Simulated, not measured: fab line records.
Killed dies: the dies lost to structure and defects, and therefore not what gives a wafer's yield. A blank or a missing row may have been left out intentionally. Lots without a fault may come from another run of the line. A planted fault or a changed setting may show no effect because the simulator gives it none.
Struck lot and sound lot, side by side    flow sky130    15 out of 708 route steps
Sound: wafers L833.2, L833.3, L833.6. The struck wafers were L845.1, L845.3, L845.5. At the end, the cause is stated.
At each step with rows: each side's tool, then ch and its chambers, then its first start. Under that, the readings that differ: sound wafers    struck wafers    difference of the means    sigmas: that difference in standard deviations of wafers without a fault.
alike: same words and numbers on both sides, and readings whose means sit less than 2 such deviations apart. not compared: any withheld reading, any reading some wafer has no value for, any bound like >300 that may hide the same value, and any number with overlapping values for which the record gives no deviation.
Wherever a step has rows on one side only, a row that says differs or no value, or a row with sigmas, the two part there. When numbers do not overlap yet have no deviation, they are printed without sigmas and do not part them. A reading missing from all wafers of one side parts the sides only when that side holds two or more wafers.

SKY_VT_ADJUST_HVTR_OVL_MEAS_08:
  sound on overlay-02, day 10 03:43; struck on overlay-01, day 13 21:45
  alike: VT_ADJUST_HVTR_OVL
after that, 1 step had no rows for these wafers: SKY_VT_ADJUST_HVTR_IMPLANT_09.
SKY_VT_ADJUST_HVTR_STRIP_10: strips in O2/N2.
  sound on plasmaAsher-03 ch 0,1, day 10 03:54; struck on plasmaAsher-04 ch 0,1, day 13 21:56
reading                   sound              struck             difference  sigmas
drypumpMotorCurrentA (A)  5.69 5.87 5.71     6.26 6.15 6.17     +0.44       +2
stripTimeToEndpointS (s)  14.15 14.12 14.14  14.21 14.25 14.20  +0.08       +2
  alike: n2FlowSccm, oesProductAu
  not compared: rfHoursCounterH
SKY_VT_ADJUST_HVTR_TW_MEAS_11:
  sound on filmMetro-03, day 10 04:01; struck on filmMetro-03, day 13 22:02
  alike: VT_ADJUST_HVTR_TW
then, 7 steps without rows for these wafers: SKY_VT_ADJUST_PCH_DEHYDRATE_00 (time 60 s); SKY_VT_ADJUST_PCH_HMDS_01 (prime time 60 s); SKY_VT_ADJUST_PCH_COAT_02 (resist thk 3000 nm); SKY_VT_ADJUST_PCH_SOFTBAKE_03; SKY_VT_ADJUST_PCH_EXPOSE_04 (exposes mask NWM, target cd 840 nm); SKY_VT_ADJUST_PCH_PEB_05; SKY_VT_ADJUST_PCH_DEVELOP_06 (develop time 60 s).
SKY_VT_ADJUST_PCH_OVL_MEAS_07:
  sound on overlay-02, day 11 03:02; struck on overlay-01, day 15 00:21
  alike: VT_ADJUST_PCH_OVL
SKY_VT_ADJUST_PCH_IMPLANT_08:
  sound on implanter-04 ch 0, day 11 03:05; struck on implanter-01 ch 0, day 15 00:23
reading      sound                          struck                         difference  sigmas
doseIonsCm2  5.002e+11 5.003e+11 4.998e+11  5.056e+11 5.068e+11 5.066e+11  +6.233e+09  +11
  alike: beamOnS
SKY_VT_ADJUST_PCH_STRIP_09: strips in O2/N2.
  sound on plasmaAsher-03 ch 0, day 11 03:13; struck on plasmaAsher-03 ch 0,1, day 15 00:32
  alike: drypumpMotorCurrentA, n2FlowSccm, oesProductAu, stripTimeToEndpointS
  not compared: rfHoursCounterH
-- a jump in the record: the struck wafers' starts before and after are 34 days apart (it breaks off in module VT_ADJUST_PCH and resumes in module PAD_OPEN, where the first step shown is number 708 of the route) --
SKY_PAD_OPEN_PROBE_99:
  sound on prober-01, day 46 04:07; struck on prober-01, day 49 07:04
  alike: killed_at_M0_to_M3, killed_at_M4_up, killedAtContacts, killedAtFrontEnd, killedAtOther, killedDies, killedOpen, killedShort

== WHERE THEY PART ==
Last at SKY_VT_ADJUST_PCH_IMPLANT_08 as far as this record goes, first at SKY_VT_ADJUST_HVTR_STRIP_10. Later steps at which nothing parts them and some readings are alike: SKY_VT_ADJUST_PCH_STRIP_09, SKY_PAD_OPEN_PROBE_99.

WHY: the cause the simulator had injected
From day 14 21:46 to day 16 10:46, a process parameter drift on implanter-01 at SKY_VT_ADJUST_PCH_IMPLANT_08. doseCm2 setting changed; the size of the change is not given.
